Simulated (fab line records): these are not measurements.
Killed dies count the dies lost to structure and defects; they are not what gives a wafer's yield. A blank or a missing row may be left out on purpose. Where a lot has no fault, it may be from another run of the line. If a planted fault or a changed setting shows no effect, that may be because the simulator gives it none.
Problem report, 8D (eight disciplines) form, completed by code ; flow gf180mcu ; the parts of the form that need people (team, actions taken, sign-off) are left out

## 1. THE PROBLEM
At GF_HV_LDD_ETCHBACK_58, rfFwdPowerW averages 556.4 W over 2 wafers from 2 lots, while fault-free wafers read 397.5 W, standard deviation 1.4. That is +99 or more standard deviations from the usual mean.
The step: etches Si3N4 in CH3F/O2, stops on SiO2, time 100 s, target depth 90 nm.
First seen on wafer L947.2, day 13 17:23, on rieDiel-04. The record has a number at this step for 18 wafers belonging to 6 lots. Rule for "out" (also "out of limits"): further than 4 standard deviations from the usual mean. The rest of the wafers with a number are treated as sound.

## 2. WHAT IT IS, AND WHAT IT ISN'T
question;is;is not
which readings at this step;rfFwdPowerW;drypumpMotorCurrentA, oesProductAu, throttleValvePct
which lots;L947, L949;L958, L961, L963, L966
which wafers of those lots;L947.2, L949.6;L947.1, L947.3, L949.2, L949.3
read on which tools;rieDiel-04;rieDiel-02, rieDiel-03
when;from day 13 17:23;"up to then (2 sound wafers); but 14 sound wafers of L949, L958, L961, L963, L966 came after"

## 3. WHAT RULES OUT EACH SUSPECT
Counting: a tool at a process step up to the reading stays a suspect if it ran every lot that is out. Sound lots after the first of them don't rule it out here, since some wafers of a struck lot are sound.
- rieDiel-04 at GF_HV_LDD_ETCHBACK_58 (etches Si3N4 in CH3F/O2, stops on SiO2, time 100 s, target depth 90 nm): kept. It ran every lot that is out, first L947 (day 13 17:23). Out on those wafers are its own readings of rfFwdPowerW.
- At GF_HV_LDD_ETCHBACK_58, inside rieDiel-04: chamber 3 took the wafers that are out, while their sound lot-mates went through chambers 0, 1, 2.
Left after counting: rieDiel-04 at GF_HV_LDD_ETCHBACK_58.

## 4. THE CAUSE (what the simulator had put in)
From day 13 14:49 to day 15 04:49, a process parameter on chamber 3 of rieDiel-04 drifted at GF_HV_LDD_ETCHBACK_58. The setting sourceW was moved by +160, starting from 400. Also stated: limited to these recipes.
Only this tool survived the counting.

## 5. THE EFFECT CHAIN, in route order
One row per reading whose mean, taken over the struck wafers that have a number, lies over 3 standard deviations from the usual. Scope: only readings with a usual standard deviation given in the record; hours: median across lots of the time from each lot's start at the first step in this table that gives one to its start at this step; sigmas: change in usual standard deviations.
hours;step;reading;usual;on struck wafers;change;sigmas
0;GF_HV_LDD_ETCHBACK_58;rfFwdPowerW;397.5 W;556.4;+158.9;+99 or more
It contains these process steps:
- GF_HV_LDD_ETCHBACK_58: etches Si3N4 in CH3F/O2, stops on SiO2, time 100 s, target depth 90 nm.
Later measuring or inspecting steps at which every struck wafer that the step has a row for has a number for every such reading, and none has moved that far: GF_NSD_CD_MEAS_07, GF_NSD_OVL_MEAS_08, GF_NSD_TW_MEAS_12, GF_PSD_CD_MEAS_07, GF_PSD_OVL_MEAS_08, GF_PSD_TW_MEAS_11.

## 6. HOW IT WOULD HAVE BEEN CAUGHT EARLIER
The fault began at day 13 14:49; the first out-of-limits reading in this record came at day 13 17:23, 3 hours later.
